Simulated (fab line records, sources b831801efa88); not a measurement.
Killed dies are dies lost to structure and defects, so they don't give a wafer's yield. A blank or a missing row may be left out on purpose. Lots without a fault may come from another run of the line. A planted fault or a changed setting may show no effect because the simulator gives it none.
fab line records | flow sky130
record lots=12 wafers=36 last_day=50
route steps=708 shown CAP2M@604 METAL4@633 VIA4@650 PASSIVATION@681 PAD_OPEN@708
lots that met no fault: from a run of the same line without faults
start_h: hours from the record's first day to the start of the lot's first wafer shown | wait_h: hours since the lot's step before | " the same as in the row above | L1.1+2: a row that stands for several wafers | - no value, or no start given | * or withheld: withheld | < > ~ a bound
route shown NAME@n: a module of which the file shows steps, and the number in the route of the first | usual: mean/standard deviation of fault-free wafers | same: alike in all rows | chamber/n: place in a boat | sites: the reading at each site | _std_site: their standard deviation | _edge_site: outer sites' mean less inner sites' | radius_mm: how far each site lies from the wafer's centre | mask NAME#n: copy n | behind: the tool/chamber that last shaped the wafer | hold: why the lot was held/for how many hours/how that ended | device: the transistor (n, p or np) that didn't switch | end of line: the same wafers' tests at the end of the route | a step without rows: its recipe alone | killed: dies lost to structure and defects at the first sort, not the wafer's yield | map: a wafer's dies, x killed, . not, _ none there
set.NAME: the setting as run; set.NAME@STEP: as run at that earlier step | model.NAME: the simulator's own value behind a step, which no gauge read
steps of the route over a sample of lots; a table a step, a row a wafer
services: from which hour (start_h, from the record's first day; less than 0 if before it) a tool's chamber was out of use, for how many hours, and why
## steps
# step SKY_CAP2M_THK_MEAS_01
# recipe reads=SiO2_of_CAP2M_CVD_00
# usual CAP2M_CVD_00_THK=15.49/0.2
# columns lot.wafer tool chamber start_h wait_h CAP2M_CVD_00_THK[nm]
L589.3 film_metro-02 - 937.16 - 15.34
L589.5 " - " " 15.44
L589.6 " - " " 15.45
L590.2 film_metro-04 - 937.47 - 15.12
L590.3 " - " " 15.39
L590.5 " - " " 15.53
L594.1 film_metro-02 - 965.32 - 15.21
L594.5 " - " " 15.51
L594.6 " - " " 15.46
L596.1 film_metro-02 - 977.20 - 15.46
L596.3 " - " " 15.54
L596.6 " - " " 15.69
L595.1 film_metro-02 - 977.57 - 15.44
L595.2 " - " " 15.70
L595.5 " - " " 15.76
L603.2 film_metro-01 - 1018.38 - 15.14
L603.4 " - " " 15.72
L603.6 " - " " 15.64
L602.1 film_metro-01 - 1022.12 - 15.22
L602.2 " - " " 15.10
L602.5 " - " " 15.68
L601.4 film_metro-02 - 1024.03 - 15.82
L601.5 " - " " 15.73
L601.6 " - " " 15.69
L607.1 film_metro-04 - 1054.57 - 15.34
L607.2 " - " " 15.62
L607.6 " - " " 15.62
L610.1 film_metro-02 - 1070.56 - 15.48
L610.2 " - " " 15.44
L610.5 " - " " 16.05
L611.3 film_metro-02 - 1078.73 - 15.38
L611.5 " - " " 15.68
L611.6 " - " " 15.51
L612.2 film_metro-01 - 1081.23 - 15.57
L612.4 " - " " 15.63
L612.5 " - " " 15.73
# step SKY_METAL4_ETCH_17
# recipe target=SiO2 stop_on=TiN chemistry=C4F8/O2/Ar source_w=1500 bias_w=1200 pressure_mtorr=40 c4f8_flow_sccm=withheld O2_flow_sccm=6 Ar_flow_sccm=300 time_s=3.9 target_depth_a=150
# usual oes_product_au=0.754/0.0067
# columns lot.wafer tool chamber start_h wait_h oes_product_au rf_hours_counter_h
L589.3 rie_diel-04 1 986.06 0.0 0.754 6
L589.5 " 2 " " 0.750 -
L589.6 " 1 " " 0.751 -
L590.2 rie_diel-03 0 986.40 0.1 0.741 2
L590.3 " 2 " " 0.743 14
L590.5 " 1 " " 0.751 -
L594.1 rie_diel-03 0 1012.00 0.1 0.744 2
L594.5 " 0 " " 0.759 -
L594.6 " 1 " " 0.756 -
L596.1 rie_diel-04 1 1024.35 0.1 0.753 7
L596.3 " 0 " " 0.751 5
L596.6 " 3 " " 0.751 -
L595.1 rie_diel-04 2 1025.20 0.1 0.743 19
L595.2 " 0 " " 0.754 5
L595.5 " 3 " " 0.766 -
L603.2 rie_diel-03 1 1062.75 0.1 0.746 3
L603.4 " 0 " " 0.755 4
L603.6 " 3 " " 0.760 -
L602.1 rie_diel-03 1 1066.15 0.1 0.750 3
L602.2 " 0 " " 0.748 4
L602.5 " 1 " " 0.756 -
L601.4 rie_diel-04 0 1068.84 0.0 0.767 6
L601.5 " 0 " " 0.759 -
L601.6 " 1 " " 0.755 -
L607.1 rie_diel-02 1 1096.90 0.2 0.751 11
L607.2 " 2 " " 0.762 14
L607.6 " 0 " " 0.761 -
L610.1 rie_diel-02 0 1111.87 0.1 0.757 7
L610.2 " 3 " " 0.758 11
L610.5 " 0 " " 0.775 -
L611.3 rie_diel-02 0 1119.95 0.0 0.752 8
L611.5 " 0 " " 0.758 -
L611.6 " 1 " " 0.757 -
L612.2 rie_diel-02 3 1122.22 0.1 0.753 11
L612.4 " 1 " " 0.763 12
L612.5 " 1 " " 0.763 -
# step SKY_VIA4_OVL_MEAS_11
# usual VIA4_OVL=-0.4/1.4
# columns lot.wafer tool chamber start_h wait_h VIA4_OVL[nm]
L589.3 overlay-02 - 1010.68 0.1 -2.0
L589.5 " - " " -2.2
L589.6 " - " " -2.2
L590.2 overlay-02 - 1010.97 0.1 0.7
L590.3 " - " " 1.9
L590.5 " - " " 0.4
L594.1 overlay-02 - 1035.93 0.1 -1.0
L594.5 " - " " 0.0
L594.6 " - " " -1.0
L596.1 overlay-02 - 1047.91 0.1 -1.0
L596.3 " - " " -1.5
L596.6 " - " " -1.5
L595.1 overlay-02 - 1048.56 0.1 -0.8
L595.2 " - " " 0.4
L595.5 " - " " 0.0
L603.2 overlay-01 - 1085.38 0.1 -2.6
L603.4 " - " " -3.0
L603.6 " - " " -1.9
L602.1 overlay-02 - 1088.83 0.1 2.1
L602.2 " - " " 0.7
L602.5 " - " " -0.1
L601.4 overlay-02 - 1091.25 0.1 0.4
L601.5 " - " " 0.3
L601.6 " - " " -1.7
L607.1 overlay-01 - 1118.46 0.1 -0.5
L607.2 " - " " -0.5
L607.6 " - " " -2.2
L610.1 overlay-02 - 1132.37 0.1 0.2
L610.2 " - " " 0.7
L610.5 " - " " -1.0
L611.3 overlay-01 - 1140.33 0.1 1.0
L611.5 " - " " 1.6
L611.6 " - " " 1.6
L612.2 overlay-01 - 1142.24 0.1 0.8
L612.4 " - " " -0.2
L612.5 " - " " -0.3
# step SKY_PASSIVATION_CVD_00
# recipe material=SiO2 target_thk_nm=90 temp_c=400 time_s=withheld rf_w=600
# usual heater_power_w=690/85 rf_fwd_power_W=589/3
# columns lot.wafer tool chamber start_h wait_h heater_power_w rf_fwd_power_W
L589.3 pecvd-01 2 1035.14 0.0 692 588
L589.5 " 2 " " 677 586
L589.6 " 1 " " 601 592
L590.2 pecvd-04 0 1035.43 0.0 596 592
L590.3 " 1 " " 884 585
L590.5 " 1 " " 914 585
L594.1 pecvd-02 0 1059.91 0.0 683 587
L594.5 " 0 " " 687 586
L594.6 " 2 " " 684 590
L596.1 pecvd-01 2 1071.51 0.0 588 588
L596.3 " 0 " " 718 586
L596.6 " 1 " " 712 590
L595.1 pecvd-04 1 1072.35 0.0 815 585
L595.2 " 2 " " 789 588
L595.5 " 2 " " 779 591
L603.2 pecvd-02 0 1109.04 0.0 678 587
L603.4 " 1 " " 786 597
L603.6 " 0 " " 686 584
L602.1 pecvd-04 0 1111.29 0.0 530 591
L602.2 " 1 " " 786 583
L602.5 " 0 " " 558 591
L601.4 pecvd-01 1 1113.69 0.0 687 588
L601.5 " 2 " " 653 589
L601.6 " 0 " " 723 585
L607.1 pecvd-01 2 1140.36 0.0 606 590
L607.2 " 1 " " 730 588
L607.6 " 0 " " 702 585
L610.1 pecvd-01 0 1153.37 0.0 645 684
L610.2 " 2 " " 646 591
L610.5 " 2 " " 662 591
L611.3 pecvd-01 0 1160.79 0.0 680 680
L611.5 " 1 " " 647 591
L611.6 " 2 " " 577 590
L612.2 pecvd-04 0 1162.55 0.0 585 590
L612.4 " 0 " " 578 589
L612.5 " 2 " " 795 591
# step SKY_PASSIVATION_THK_MEAS_01
# recipe reads=SiO2_of_PASSIVATION_CVD_00
# usual PASSIVATION_CVD_00_THK=90.1/1.1
# columns lot.wafer tool chamber start_h wait_h PASSIVATION_CVD_00_THK[nm]
L589.3 film_metro-02 - 1035.18 - 89.1
L589.5 " - " " 89.2
L589.6 " - " " 89.5
L590.2 film_metro-02 - 1035.46 - 88.5
L590.3 " - " " 88.8
L590.5 " - " " 91.3
L594.1 film_metro-04 - 1059.93 - 89.0
L594.5 " - " " 91.6
L594.6 " - " " 90.5
L596.1 film_metro-02 - 1071.53 - 88.7
L596.3 " - " " 89.4
L596.6 " - " " 90.2
L595.1 film_metro-04 - 1072.37 - 89.9
L595.2 " - " " 89.7
L595.5 " - " " 90.9
L603.2 film_metro-03 - 1109.07 - 89.2
L603.4 " - " " 90.3
L603.6 " - " " 90.5
L602.1 film_metro-02 - 1111.31 - 88.4
L602.2 " - " " 89.5
L602.5 " - " " 89.7
L601.4 film_metro-02 - 1113.73 - 90.6
L601.5 " - " " 91.2
L601.6 " - " " 90.7
L607.1 film_metro-03 - 1140.38 - 89.7
L607.2 " - " " 89.5
L607.6 " - " " 91.5
L610.1 film_metro-02 - 1153.39 - 93.1
L610.2 " - " " 88.1
L610.5 " - " " 90.0
L611.3 film_metro-03 - 1160.83 - 94.0
L611.5 " - " " 92.3
L611.6 " - " " 91.6
L612.2 film_metro-04 - 1162.58 - 89.2
L612.4 " - " " 91.9
L612.5 " - " " 91.1
# step SKY_PAD_OPEN_PROBE_99
# usual defect_limited_yield=82.4/2.1 killed_at_M0_to_M3=44/7.3 killed_at_M4_up=3.0/1.9 killed_at_contacts=24/5 killed_at_front_end=16/4.5 killed_at_other=0.3/0.46 killed_dies=87/10 killed_open=47/8.3 killed_short=39/6.4 sort_bin_3_pad_short=0.8/0.43 sort_bin_5_function=10.5/1.6 sort_bin_6_memory=6.3/1.1 sort_n_pass=405/10 sort_yield_pct=82.4/2.1
# same gross_dies=492 killed_at_back_side=0 sort_bin_4_leakage[%]=0 sort_bin_8_speed[%]=0
# columns lot.wafer tool chamber start_h wait_h defect_limited_yield[%] killed_at_M0_to_M3 killed_at_M4_up killed_at_contacts killed_at_front_end killed_at_other killed_dies killed_open killed_short sort_bin_3_pad_short[%] sort_bin_5_function[%] sort_bin_6_memory[%] sort_n_pass sort_yield_pct[%]
L594.1 prober-02 - 1105.23 0.1 78.5 52 3 33 18 0 106 64 42 1.0 13.0 7.5 386 78.5
L594.5 prober-02 - 1105.43 0.2 85.4 30 3 26 12 1 72 46 26 0.4 8.3 5.9 420 85.4
L594.6 prober-02 - 1105.48 0.2 81.9 42 2 24 20 1 89 49 40 1.0 10.8 6.3 403 81.9
L603.2 prober-02 - 1149.23 0.1 80.5 55 5 21 14 1 96 48 48 0.2 11.0 8.3 396 80.5
L603.4 prober-02 - 1149.33 0.2 83.3 35 5 26 16 0 82 42 40 1.0 10.2 5.5 410 83.3
L603.6 prober-02 - 1149.43 0.2 82.7 47 4 18 16 0 85 37 48 1.2 9.1 6.9 407 82.7
L601.4 prober-01 - 1154.77 0.2 79.3 59 2 22 18 1 102 58 44 0.8 13.8 6.1 390 79.3
L601.5 prober-01 - 1154.82 0.2 82.7 44 3 22 15 1 85 33 52 0.6 9.1 7.5 407 82.7
L601.6 prober-01 - 1154.87 0.2 82.1 50 4 17 17 0 88 42 46 0.4 10.6 6.9 404 82.1
# killed by level:class
L594.1 CONTACT:geometric_particle:open=12 VIA1:geometric_particle:open=11 VIA2:geometric_particle:open=11 LI_CONTACT:geometric_particle:open=7 VIA3:geometric_particle:open=7 POLY_GATE:geometric_particle:short=6 METAL1:geometric_particle:short=6 VIA1:geometric_particle:short=5
L594.5 LI_CONTACT:geometric_particle:open=9 CONTACT:geometric_particle:open=9 VIA1:geometric_particle:open=7 VIA3:geometric_particle:open=7 CONTACT:geometric_particle:short=5 VIA2:geometric_particle:open=5 FIELD_ISO:geometric_particle:short=3 POLY_GATE:geometric_particle:open=3
L594.6 VIA1:geometric_particle:open=12 CONTACT:geometric_particle:open=10 POLY_GATE:geometric_particle:short=7 LI_CONTACT:geometric_particle:open=6 VIA3:geometric_particle:open=6 FIELD_ISO:geometric_particle:open=5 LOCAL_INTERCONNECT:geometric_particle:short=4 METAL1:geometric_particle:short=4
L603.2 VIA1:geometric_particle:open=10 CONTACT:geometric_particle:open=9 VIA2:geometric_particle:open=8 VIA3:geometric_particle:open=8 VIA1:geometric_particle:short=7 METAL1:geometric_particle:short=6 VIA2:geometric_particle:short=6 CONTACT:geometric_particle:short=5
L603.4 LI_CONTACT:geometric_particle:open=9 CONTACT:geometric_particle:open=8 METAL1:geometric_particle:short=8 VIA1:geometric_particle:open=7 VIA1:geometric_particle:short=5 VIA2:geometric_particle:open=5 FIELD_ISO:geometric_particle:open=4 LOCAL_INTERCONNECT:geometric_particle:short=4
L603.6 VIA1:geometric_particle:short=9 METAL1:geometric_particle:short=7 VIA1:geometric_particle:open=7 CONTACT:geometric_particle:open=6 POLY_GATE:geometric_particle:short=5 VIA3:geometric_particle:open=5 VIA2:geometric_particle:short=4 LI_CONTACT:geometric_particle:open=4
L601.4 CONTACT:geometric_particle:open=12 VIA3:geometric_particle:open=12 VIA1:geometric_particle:open=10 METAL1:geometric_particle:short=10 VIA2:geometric_particle:open=7 FIELD_ISO:geometric_particle:short=5 METAL2:geometric_particle:short=5 POLY_GATE:geometric_particle:open=4
L601.5 VIA1:geometric_particle:short=9 LI_CONTACT:geometric_particle:open=7 VIA2:geometric_particle:open=6 METAL1:geometric_particle:short=6 FIELD_ISO:geometric_particle:short=5 VIA3:geometric_particle:open=5 CONTACT:geometric_particle:short=5 VIA2:geometric_particle:short=5
L601.6 METAL1:geometric_particle:short=14 VIA3:geometric_particle:open=10 CONTACT:geometric_particle:open=7 VIA2:geometric_particle:open=6 VIA1:geometric_particle:open=6 FIELD_ISO:geometric_particle:short=5 POLY_GATE:geometric_particle:short=5 LOCAL_INTERCONNECT:geometric_particle:short=4
## services
# columns tool chamber start_h hours kind
rie_diel-02 - 974.44 0.8 repair
pecvd-04 0 978.63 2.1 scheduled_down
rie_diel-03 2 979.07 6.8 repair
pecvd-04 - 980.84 0.4 repair
rie_diel-03 - 1008.41 0.1 repair
pecvd-04 1 1016.92 2.2 repair
rie_diel-03 3 1023.03 9.2 repair
rie_diel-02 - 1024.31 2.8 pm
rie_diel-02 3 1027.67 6.4 repair
pecvd-01 0 1030.96 16.2 repair
rie_diel-04 0 1039.99 18.8 repair
pecvd-01 0 1047.16 5.5 scheduled_down
pecvd-01 2 1055.27 2.1 scheduled_down
pecvd-04 - 1064.46 1.4 repair
rie_diel-02 1 1066.55 4.2 repair
pecvd-04 - 1066.65 5.5 pm
rie_diel-02 2 1070.16 1.7 repair
pecvd-02 - 1076.26 5.5 pm
rie_diel-03 3 1078.97 5.9 repair
pecvd-01 - 1107.59 0.5 repair
rie_diel-04 0 1111.38 5.0 repair
pecvd-01 1 1122.87 2.1 scheduled_down
rie_diel-04 1 1148.63 6.1 repair
pecvd-01 - 1150.93 0.6 repair
## key
first_sign step=SKY_PASSIVATION_CVD_00 reading=rf_fwd_power_W direction=up sigmas=31 usual=589 struck=682
effect step=SKY_PASSIVATION_THK_MEAS_01 reading=PASSIVATION_CVD_00_THK direction=up sigmas=3.2 usual=90.1 struck=93.6
met_at SKY_PASSIVATION_CVD_00
struck_lots L610,L611
struck_wafers L610.1,L611.3
not_acting_at SKY_CAP2M_THK_MEAS_01,SKY_METAL4_ETCH_17,SKY_VIA4_OVL_MEAS_11
onset_between 1140.36 1153.37
fault kind=process_parameter_drift tool=pecvd-01 chamber=0 onset_h=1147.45 steps=SKY_PASSIVATION_CVD_00 channel=rf_w offset=96 shape=step end_h=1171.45 acts_in=these_recipes_only stated=600
